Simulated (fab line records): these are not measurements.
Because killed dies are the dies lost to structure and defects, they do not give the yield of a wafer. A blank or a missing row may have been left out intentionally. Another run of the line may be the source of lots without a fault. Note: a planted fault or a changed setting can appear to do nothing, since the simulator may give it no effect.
2 desks looking at one fault -- flow sky130 -- numbers are kept per desk, each desk with only its own; the story behind them comes last

## AT THE TOOL OWNER'S DESK: furnace-01
The tool's own readings at SKY_POLY_GATE_OXIDATION_20 (stabilise 600 s, purge 300 s, target thk 4 nm): means of the sampled wafers that have a number, for each lot that ran on this tool. Marked OUT: a lot whose mean sits more than 4 standard deviations from the usual mean, which makes it out of limits; the brackets give that distance.
Columns: A = spike_tc_centre_C at SKY_POLY_GATE_OXIDATION_20, usual 849.9 C; B = spike_tc_lower_C at SKY_POLY_GATE_OXIDATION_20, usual 849.5 C; C = spike_tc_top_C at SKY_POLY_GATE_OXIDATION_20, usual 863.1 C; D = spike_tc_upper_C at SKY_POLY_GATE_OXIDATION_20, usual 851.4 C; E = zone_power_centre_pct at SKY_POLY_GATE_OXIDATION_20, usual 17.1 %; F = zone_power_lower_pct at SKY_POLY_GATE_OXIDATION_20, usual 15.9 %; G = zone_power_upper_pct at SKY_POLY_GATE_OXIDATION_20, usual 15.0 %
lot,first seen here,A,B,C,D,E,F,G
L881,day 17 20:11,850.1,851.5,862.1,852.6,19.6,17.3,15.5
L884,day 18 04:23,848.6,849.6,862.8,852.0,19.9,17.3,15.3
L889,day 19 20:42,848.4,849.7,862.7,851.5,19.4,17.2,15.3
L890,day 20 06:10,848.9,849.0,862.3,852.5,19.7,17.2,15.3
L892,day 21 00:44,886.9 (+37) OUT,844.7 (-5.1) OUT,863.1,847.4 (-4.0) OUT,34.3 (+6.9) OUT,10.6,9.5 (-13) OUT
L895,day 22 12:26,886.7 (+37) OUT,845.0 (-4.8) OUT,863.3,848.5,33.7 (+6.7) OUT,10.7,9.5 (-13) OUT
L902,day 25 23:53,850.3,848.7,861.3,851.4,19.8,17.4,15.4
This desk finds L892, L895 out of limits, L892 being first, at day 21 00:44 (spike_tc_centre_C at SKY_POLY_GATE_OXIDATION_20). In limits: L881, L884, L889, L890, L902.

## AT THE METROLOGY DESK
What the gauges read, lot by lot, whatever tool the lot ran on: means of the sampled wafers that have a number. Marked OUT: a lot whose mean sits more than 4 standard deviations from the usual mean, which makes it out of limits; the brackets give that distance.
Columns: A = SONOS_TUNNEL_OVL at SKY_SONOS_TUNNEL_OVL_MEAS_08, usual 1.2 nm; B = POLY_GATE_CVD_00_THK at SKY_POLY_GATE_THK_MEAS_01, usual 180.0 nm; C = POLY_GATE_OXIDATION_THK at SKY_POLY_GATE_THK_MEAS_21, usual 3.98 nm; D = LDD_N_TW at SKY_LDD_N_TW_MEAS_17, usual 2546
lot,first seen here,A,B,C,D
L881,day 12 06:49,0.9,179.9,3.95,2521
L884,day 12 20:51,0.9,176.8,3.94,2550
L885,day 13 04:23,1.5,179.1,3.93,2528
L886,day 13 05:01,1.7,178.4,4.00,2556
L889,day 14 09:28,3.2,181.2,3.87,2546
L890,day 14 15:50,0.5,181.3,3.94,2550
L891,day 15 00:22,3.4,179.7,4.12,2563
L892,day 15 09:13,1.6,178.2,4.46 (+6.4) OUT,2546
L895,day 16 10:50,2.1,178.7,4.80 (+11) OUT,2547
L899,day 17 17:57,0.2,178.7,4.05,2513
L901,day 18 14:01,0.5,185.7,3.92,2569
L902,day 18 19:00,1.0,180.7,3.95,2561
This desk reports L892, L895 out of limits; the earliest was L892 at day 21 01:59 (POLY_GATE_OXIDATION_THK at SKY_POLY_GATE_THK_MEAS_21). In limits: L881, L884, L885, L886, L889, L890, L891, L899, L901, L902.

## ALL TOGETHER
On L892, L895, at day 21 00:44, an alarm was possible from the tool owner's desk.
The metrology desk could have raised an alarm at day 21 01:59, on L892, L895.
Of the lots named, all ran SKY_POLY_GATE_OXIDATION_20 on furnace-01.

## WHAT THE SIMULATOR PUT IN
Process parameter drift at SKY_POLY_GATE_OXIDATION_20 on furnace-01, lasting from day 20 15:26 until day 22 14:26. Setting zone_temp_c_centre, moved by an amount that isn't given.
Shown lots that were struck: L892, L895.
Fault start to first reading out of limits, in hours, per desk: tool owner, 9; metrology, 11.
